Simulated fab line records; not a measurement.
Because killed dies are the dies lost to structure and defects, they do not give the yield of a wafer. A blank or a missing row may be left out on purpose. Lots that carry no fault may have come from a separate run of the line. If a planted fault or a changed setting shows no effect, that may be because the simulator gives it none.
Chamber matching | flow sfq-line | SFQ_TRILAYER_I4_CMP_CMP_100 on cmp-01 has 4 sister chambers
The step polishes SiO2. 4 wafers are shown with their chamber, then 8 later ones without.

== WAFERS WITH THEIR CHAMBER ==
wafer  | chamber | motor-current-A (A)
L430.4 | 3       | 9.2
L432.3 | 2       | 9.3
L432.4 | 0       | 10.0
L435.3 | 1       | 10.7

== WAFERS MISSING THEIR CHAMBER ==
wafer  | motor-current-A (A)
L435.4 | 9.6
L435.6 | 9.8
L439.3 | 9.9
L439.1 | 9.5
L439.6 | 9.4
L440.1 | 10.0
L440.3 | 9.9
L440.5 | 10.3

== WHICH CHAMBER EACH ONE RAN IN ==
wafer  | from the rows above          | in truth
L435.4 | can't be placed: 2 or 0 or 3 | 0
L435.6 | can't be placed: 0 or 2      | 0
L439.3 | 0                            | 0
L439.1 | can't be placed: 2 or 3 or 0 | 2
L439.6 | can't be placed: 2 or 3      | 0
L440.1 | 0                            | 0
L440.3 | 0                            | 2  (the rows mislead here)
L440.5 | can't be placed: 0 or 1      | 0
Correct placement for 2 of the 8. From these rows, 5 cannot be placed; in 4 the true chamber is one of the candidates. Placed wrongly: 1.
How it was worked out, from the rows above alone: a wafer's distance from a chamber is the root of the sum, over the readings, of the square of ((its reading less the chamber's mean) divided by the reading's scatter). The wafer belongs to the nearest chamber; if the next one is less than 2 further off, it can't be placed. A chamber's mean is the mean of its shown wafers. The scatter (one wafer shown for each chamber): square how far every hidden wafer sits from the nearest shown wafer, average those squares and take the square root.
